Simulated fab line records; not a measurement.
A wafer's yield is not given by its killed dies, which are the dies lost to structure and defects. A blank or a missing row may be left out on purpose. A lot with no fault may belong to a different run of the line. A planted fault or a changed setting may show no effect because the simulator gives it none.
fab line records | flow sky130
record: lots: 4 wafers: 12 last-day: 50
route steps=708 shown LOCAL_INTERCONNECT@400 CONTACT@406 PAD_OPEN@708
lots with no fault: from the same line, run without faults
start-h: hours from the record's first day to the start of the lot's first wafer shown | wait-h: time in hours since the lot's previous step | " same as the row above | L1.1+2: one row covering several wafers at once | - either no value or no given start | * or withheld: withheld | < > ~ a bound
route shown NAME@n: names a module that has steps shown in the file, with the first one's number in the route | usual: mean/standard deviation taken from wafers without a fault | same: alike in all rows | chamber/n: place in a boat | sites: the reading at each site | _std_site: standard deviation of those values | _edge_site: the outer-site mean with the inner-site mean subtracted | radius-mm: for every site, how far away it sits from the centre of the wafer | mask NAME#n: copy n | behind: the last tool/chamber to shape the wafer | hold: the reason the lot was held/the length of the hold in hours/how it ended | device: the transistor (n, p or np) that didn't switch | end of line: the route-end tests of the same wafers | for a step that has no rows: nothing shown but its recipe | killed: not the wafer's yield, but the dies lost to structure and defects at the first sort | map: a wafer's dies, marking killed ones x, the rest . and places with no die _
set.NAME: the run value of the setting; set.NAME@STEP: its run value at that earlier step | model.NAME: the simulator's own value behind a step, which no gauge read
certain route steps with their lots: each step a table, each wafer a row
services: a tool's chamber out of use, with start hour (start-h, from the record's first day; less than 0 if before it), hours out, and reason
== steps ==
step: SKY_LOCAL_INTERCONNECT_ETCH_13
recipe: chemistry: N2/H2 target: BARC ion-energy-ev: 200 bias-w: 100 pressure-mtorr: 30 n2-flow-sccm: 100 h2-flow-sccm: 200 icp-w: 500 stop-on: SiO2 time-s: 45.9 target-depth-a: 600
step: SKY_LOCAL_INTERCONNECT_METAL_ETCH_14
recipe: target-depth-nm: 110 stop-on: PSG chemistry: Cl2/BCl3 target: TiN resist-sidewall-deg: 88 pressure-mtorr: 10 icp-w: 900 bias-w: 48.5 Cl2_flow_sccm: 60 bcl3-flow-sccm: 30 time-s: 31.4
step: SKY_LOCAL_INTERCONNECT_STRIP_15
recipe: chemistry: O2/N2 power-w: 1400 pressure-mtorr: 1500 platen-temp-c: withheld o2-flow-sccm: 3000 n2-flow-sccm: 300 overash-fraction: 0.5
step: SKY_LOCAL_INTERCONNECT_STRIP_16
recipe: chemistry: post-etch-residue-remover time-s: 1200 temp-c: 72.5
step: SKY_LOCAL_INTERCONNECT_CLEAN_17
recipe: chemistry: IPA time-s: 180 temp-c: 25
step: SKY_LOCAL_INTERCONNECT_CLEAN_18
recipe: chemistry: O3/DIW dry: n2-spin
step: SKY_CONTACT_CVD_00
recipe: material: Si3N4 target-thk-nm: 75 temp-c: 400 time-s: withheld rf-w: 450
step: SKY_CONTACT_HDPCVD_02
recipe: material: SiO2 target-thk-nm: 565 sigma-open-frac: 0.3 time-s: 94.2 temp-c: 600 sih4-flow-sccm: 60 pressure-mtorr: 6
step: SKY_CONTACT_CMP_04
recipe: material: SiO2 down-force-psi: 4 platen-rpm: 60 pad-velocity-m-s: 0.94248
usual: edge-zone-pressure-frac: 1.000/0.0054 head-pressure-psi: 4.000/0.009 motor-current-A: 12.1/1.5 time-to-endpoint-s: 85/4.8
columns lot.wafer tool chamber start-h wait-h edge-zone-pressure-frac head-pressure-psi motor-current-A time-to-endpoint-s model.SiO2_of_CONTACT_HDPCVD_02.thk-nm
L400.4 cmp-02 1 781.65 0.0 - - - - 563.2
L400.3 " 2 " " - - - - 559
L400.2 " 0 " " - - - - 558.4
L402.4 cmp-01 0 784.49 0.2 - - - - 577.5
L402.5 " 1 " " - - - - 575.1
L402.6 " 2 " " - - - - 575
L412.1 cmp-02 1 851.95 0.1 0.990 4.001 11.9 86 341.5
L412.6 " 1 " " 0.985 3.997 11.5 90 341.9
L412.5 " 2 " " 0.990 4.011 10.7 83 341
L416.3 cmp-01 1 877.56 0.0 1.003 3.995 12.2 79 337.1
L416.2 " 3 " " 1.001 4.002 11.6 90 338.5
L416.6 " 2 " " 1.001 4.011 10.9 89 339
step: SKY_CONTACT_DEHYDRATE_06
recipe: temp-c: 200 time-s: 60
step: SKY_CONTACT_HMDS_07
recipe: prime-time-s: 60 prime-temp-c: 120
step: SKY_CONTACT_COAT_08
recipe: resist: BARC temp-c: withheld time-s: withheld spin-rpm: 3000 resist-thk-nm: 60
step: SKY_CONTACT_COAT_09
recipe: resist: KrF-thick spin-rpm: 3000 resist-thk-nm: 450
step: SKY_CONTACT_SOFTBAKE_10
recipe: temp-c: 99.67 time-s: 90 resist: KrF-thick
step: SKY_CONTACT_EXPOSE_11
recipe: mask-id: CTM1 na: 0.8 source-shape: annular sigma-inner: 0.55 sigma-outer: 0.85 target-cd-nm: 170 dose-mj: 38
step: SKY_CONTACT_PEB_12
recipe: peb-temp-c: withheld peb-time-s: withheld resist: KrF-thick
step: SKY_CONTACT_DEVELOP_13
recipe: develop-time-s: 60 resist: KrF-thick dev-temp-c: 21
step: SKY_CONTACT_ETCH_16
recipe: chemistry: N2/H2 target: BARC ion-energy-ev: 200 source-w: 500 bias-w: 100 pressure-mtorr: 30 n2-flow-sccm: 100 h2-flow-sccm: 200 stop-on: SiO2 time-s: 45.9 target-depth-a: 600
step: SKY_CONTACT_ETCH_17
recipe: target: SiO2 chemistry: C4F8/O2/Ar stop-on: Si3N4 mask-material: KrF-thick source-w: 1527 bias-w: 1200 pressure-mtorr: 40 c4f8-flow-sccm: withheld O2_flow_sccm: 6 Ar_flow_sccm: 300 time-s: withheld target-depth-a: 3400
usual: chamber-pressure-mTorr: 40.00/0.035 oes-product-au: 0.892/0.0053
columns lot.wafer tool chamber start-h wait-h chamber-pressure-mTorr oes-product-au model.etch.depth-nm model.CONTACT.feature-depth-nm
L400.2 rie-diel-04 1 809.02 0.0 39.97 1.604 404.9 404.9
L400.3 " 2 " " 40.03 1.632 411.7 411.7
L400.4 " 0 " " 40.03 1.649 417.5 417.5
L402.4 rie-diel-01 3 810.97 0.0 40.05 1.652 419.1 419.1
L402.5 " 0 " " 40.04 1.643 417.1 417.1
L402.6 " 3 " " 39.98 1.656 419.6 419.6
L412.1 rie-diel-01 3 877.81 0.0 40.01 0.894 341.5 341.9
L412.5 " 2 " " 39.95 0.902 341 341.5
L412.6 " 1 " " 40.01 0.898 341.9 342.4
L416.2 rie-diel-04 0 903.32 0.0 39.98 0.883 338.5 339
L416.3 " 3 " " 40.08 0.894 337.1 337.6
L416.6 " 2 " " 40.01 0.893 339 339.4
step: SKY_CONTACT_ETCH_18
recipe: target: Si3N4 chemistry: CHF3/O2 stop-on: TiN source-w: 600 bias-w: 200 pressure-mtorr: 40 chf3-flow-sccm: 50 O2_flow_sccm: 5 time-s: 39 target-depth-a: 750
step: SKY_CONTACT_STRIP_19
recipe: chemistry: O2/N2 power-w: 1400 pressure-mtorr: 1500 platen-temp-c: withheld o2-flow-sccm: 3000 n2-flow-sccm: 300 overash-fraction: 0.5
step: SKY_CONTACT_STRIP_20
recipe: chemistry: post-etch-residue-remover time-s: 1200 temp-c: 72.5
step: SKY_CONTACT_CLEAN_21
recipe: chemistry: IPA time-s: 180 temp-c: 25
step: SKY_CONTACT_CLEAN_22
recipe: chemistry: O3/DIW dry: n2-spin
step: SKY_CONTACT_SPUTTER_23
recipe: material: TiN target-thk-nm: 20 chamber-pressure-pa: 5 power-w: 4000 time-s: 80
step: SKY_CONTACT_CVD_24
recipe: material: W target-thk-nm: 340 time-s: 102.12 temp-c: 400 pressure-torr: 40
step: SKY_CONTACT_CMP_27
recipe: stop-on: SiO2 t-overpolish-s: 15 down-force-psi: 3.5 platen-rpm: 60 target-thk-nm: 0 pad-velocity-m-s: 0.94248
usual: edge-zone-pressure-frac: 1.001/0.0049 head-pressure-psi: 3.500/0.0068 motor-current-A: 11.3/1.6
columns lot.wafer tool chamber start-h wait-h edge-zone-pressure-frac head-pressure-psi motor-current-A model.SiO2_of_CONTACT_HDPCVD_02.thk-nm
L400.4 cmp-02 3 810.05 0.0 0.998 3.496 9.8 560.1
L400.2 " 1 " " 0.999 3.496 10.8 555.2
L400.3 " 2 " " 1.005 3.508 10.5 555.8
L402.4 cmp-01 1 812.05 0.1 1.001 3.498 11.1 574.4
L402.6 " 0 " " 0.993 3.511 12.0 571.8
L402.5 " 1 " " 0.995 3.495 12.2 571.9
L412.1 cmp-01 0 878.90 0.1 1.006 3.499 11.3 338.3
L412.5 " 3 " " 0.991 3.507 10.7 337.8
L412.6 " 0 " " 0.994 3.496 11.4 338.7
L416.3 cmp-01 2 904.36 0.0 0.997 3.501 10.3 333.9
L416.2 " 0 " " 0.997 3.510 11.7 335.3
L416.6 " 3 " " 1.001 3.495 11.2 335.8
step: SKY_PAD_OPEN_PROBE_99
usual: killed_at_M0_to_M3: 44/7.1 killed_at_M4_up: 3/1.6 killed-at-contacts: 24/5.4 killed-at-front-end: 15/4.7 killed-at-other: 0.3/0.51 killed-dies: 87/9.9 killed-on-rim: 17/4 killed-open: 48/7.6 killed-short: 39/6.3
same: gross-dies: 492 killed-at-back-side: 0
columns lot.wafer tool chamber start-h wait-h killed_at_M0_to_M3 killed_at_M4_up killed-at-contacts killed-at-front-end killed-at-other killed-dies killed-on-rim killed-open killed-short
L400.2 prober-02 - 1132.25 0.1 36 3 440 13 0 492 96 37 38
L400.3 prober-02 - 1132.30 0.2 36 1 426 28 1 492 96 51 38
L400.4 prober-02 - 1132.35 0.2 33 7 435 17 0 492 96 50 35
L402.4 prober-01 - 1134.35 0.2 42 3 435 11 1 492 96 54 35
L402.5 prober-01 - 1134.40 0.2 53 6 422 11 0 492 96 44 56
L402.6 prober-01 - 1134.45 0.2 39 3 441 9 0 492 96 52 25
L412.1 prober-02 - 1179.46 0.1 50 2 21 10 1 84 23 43 41
L412.5 prober-02 - 1179.66 0.2 47 2 29 14 0 92 16 64 28
L412.6 prober-02 - 1179.71 0.2 24 4 20 10 1 59 15 29 30
killed by level:class
L400.2 CONTACT:area-cmp=211 CONTACT:area-etch=206 VIA1:geometric-particle:open=12 LI_CONTACT:geometric-particle:open=11 METAL1:geometric-particle:short=8 POLY_GATE:geometric-particle:short=5 CONTACT:geometric-particle:short=5 VIA2:geometric-particle:open=5
L400.3 CONTACT:area-cmp=205 CONTACT:area-etch=198 VIA1:geometric-particle:open=10 CONTACT:geometric-particle:open=9 VIA3:geometric-particle:open=8 POLY_GATE:geometric-particle:open=6 SPACER:geometric-particle:short=6 FIELD_ISO:geometric-particle:short=5
L400.4 CONTACT:area-cmp=214 CONTACT:area-etch=193 VIA1:geometric-particle:open=11 VIA2:geometric-particle:open=8 CONTACT:geometric-particle:open=7 LOCAL_INTERCONNECT:geometric-particle:short=6 POLY_GATE:geometric-particle:short=5 CONTACT:geometric-particle:short=5
L402.4 CONTACT:area-etch=204 CONTACT:area-cmp=199 CONTACT:geometric-particle:open=11 VIA1:geometric-particle:open=11 LI_CONTACT:geometric-particle:open=9 VIA1:geometric-particle:short=8 VIA2:geometric-particle:open=7 METAL1:geometric-particle:short=5
L402.5 CONTACT:area-etch=197 CONTACT:area-cmp=195 VIA1:geometric-particle:open=15 CONTACT:geometric-particle:short=10 VIA1:geometric-particle:short=9 VIA2:geometric-particle:open=9 LI_CONTACT:geometric-particle:open=8 FIELD_ISO:geometric-particle:short=6
L402.6 CONTACT:area-cmp=222 CONTACT:area-etch=193 VIA2:geometric-particle:open=10 CONTACT:geometric-particle:open=8 METAL1:geometric-particle:short=7 LOCAL_INTERCONNECT:geometric-particle:open=6 LI_CONTACT:geometric-particle:open=5 VIA1:geometric-particle:open=5
L412.1 VIA1:geometric-particle:open=11 VIA2:geometric-particle:open=8 METAL1:geometric-particle:short=7 VIA1:geometric-particle:short=7 LI_CONTACT:geometric-particle:open=6 LOCAL_INTERCONNECT:geometric-particle:short=6 VIA3:geometric-particle:open=5 FIELD_ISO:geometric-particle:short=4
L412.5 LI_CONTACT:geometric-particle:open=15 VIA1:geometric-particle:open=12 CONTACT:geometric-particle:open=10 METAL2:geometric-particle:short=7 VIA2:geometric-particle:open=6 VIA3:geometric-particle:open=5 POLY_GATE:geometric-particle:short=4 VIA1:geometric-particle:short=4
L412.6 CONTACT:geometric-particle:open=7 CONTACT:geometric-particle:short=6 VIA2:geometric-particle:open=6 LOCAL_INTERCONNECT:geometric-particle:short=5 VIA1:geometric-particle:open=4 VIA3:geometric-particle:short=4 FIELD_ISO:geometric-particle:short=3 POLY_GATE:geometric-particle:short=3
map L400.2 (x killed, . not)
__________xxxxxxxxxx_________
________xxxxxxxxxxxxxx_______
______xxxxxxxxxxxxxxxxxx_____
_____xxxxxxxxxxxxxxxxxxxx____
____xxxxxxxxxxxxxxxxxxxxxx___
___xxxxxxxxxxxxxxxxxxxxxxxx__
__xxxxxxxxxxxxxxxxxxxxxxxxxx_
_xxxxxxxxxxxxxxxxxxxxxxxxxxxx
_xxxxxxxxxxxxxxxxxxxxxxxxxxxx
_xxxxxxxxxxxxxxxxxxxxxxxxxxxx
_xxxxxxxxxxxxxxxxxxxxxxxxxxxx
_xxxxxxxxxxxxxxxxxxxxxxxxxxxx
_xxxxxxxxxxxxxxxxxxxxxxxxxxxx
_xxxxxxxxxxxxxxxxxxxxxxxxxxxx
_xxxxxxxxxxxxxxxxxxxxxxxxxxxx
__xxxxxxxxxxxxxxxxxxxxxxxxxx_
___xxxxxxxxxxxxxxxxxxxxxxxx__
____xxxxxxxxxxxxxxxxxxxxxx___
_____xxxxxxxxxxxxxxxxxxxx____
______xxxxxxxxxxxxxxxxxx_____
________xxxxxxxxxxxxxx_______
__________xxxxxxxxxx_________
map L402.4 (x killed, . not)
__________xxxxxxxxxx_________
________xxxxxxxxxxxxxx_______
______xxxxxxxxxxxxxxxxxx_____
_____xxxxxxxxxxxxxxxxxxxx____
____xxxxxxxxxxxxxxxxxxxxxx___
___xxxxxxxxxxxxxxxxxxxxxxxx__
__xxxxxxxxxxxxxxxxxxxxxxxxxx_
_xxxxxxxxxxxxxxxxxxxxxxxxxxxx
_xxxxxxxxxxxxxxxxxxxxxxxxxxxx
_xxxxxxxxxxxxxxxxxxxxxxxxxxxx
_xxxxxxxxxxxxxxxxxxxxxxxxxxxx
_xxxxxxxxxxxxxxxxxxxxxxxxxxxx
_xxxxxxxxxxxxxxxxxxxxxxxxxxxx
_xxxxxxxxxxxxxxxxxxxxxxxxxxxx
_xxxxxxxxxxxxxxxxxxxxxxxxxxxx
__xxxxxxxxxxxxxxxxxxxxxxxxxx_
___xxxxxxxxxxxxxxxxxxxxxxxx__
____xxxxxxxxxxxxxxxxxxxxxx___
_____xxxxxxxxxxxxxxxxxxxx____
______xxxxxxxxxxxxxxxxxx_____
________xxxxxxxxxxxxxx_______
__________xxxxxxxxxx_________
== services ==
columns tool chamber start-h hours kind
cmp-01 - 763.54 4.0 pm
rie-diel-04 - 787.36 0.3 repair
rie-diel-04 1 789.21 6.0 repair
rie-diel-04 - 790.58 0.4 repair
cmp-02 - 801.90 0.3 repair
cmp-01 - 839.18 0.9 repair
cmp-01 - 850.44 7.2 pm
rie-diel-04 2 851.78 5.5 repair
rie-diel-01 - 855.12 0.7 repair
rie-diel-04 - 861.51 0.7 repair
cmp-02 - 869.08 0.5 repair
cmp-02 - 885.63 1.4 repair
== key ==
first-sign: step: SKY_CONTACT_CMP_04 reading: tool-record direction: missing
effect: step: SKY_CONTACT_ETCH_17 reading: oes-product-au direction: up sigmas: 99+ usual: 0.892 struck: 1.639
effect: step: SKY_PAD_OPEN_PROBE_99 reading: killed-at-contacts direction: up sigmas: 75 usual: 24 struck: 433
model-effect: step: SKY_CONTACT_CMP_04 value: SiO2_of_CONTACT_HDPCVD_02.thk-nm without: 340.1 struck: 568
model-effect: step: SKY_CONTACT_ETCH_17 value: etch.depth-nm without: 340.1 struck: 415
model-effect: step: SKY_CONTACT_CMP_27 value: SiO2_of_CONTACT_HDPCVD_02.thk-nm without: 337 struck: 564.9
more-kills-born-at: SKY_CONTACT_CMP_04@cmp-02: 626 SKY_CONTACT_CMP_04@cmp-01: 607 SKY_CONTACT_ETCH_18@rie-diel-04: 597
met-at SKY_CONTACT_CMP_04
struck-wafers L400.2,L400.3,L400.4,L402.4,L402.5,L402.6
later-rows-left-out L400.2,L400.3,L400.4,L402.4,L402.5,L402.6
tester-left-out L400,L402
fault: kind: skipped-step-whole tool: cmp-01,cmp-02 chamber: - onset-h: 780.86 steps: SKY_CONTACT_CMP_04 scope: struck-lots-only
tester-left-out: of these lots the tester's yield and bins aren't shown, on N5 and GAA mostly nor the transistor test; their killed dies are dies lost to structure and defects alone, not to doping, threshold or leakage, so they don't give the yield
later-rows-left-out: the simulator's readings of these wafers behind a module that went badly wrong aren't trusted and aren't shown, but for the sort
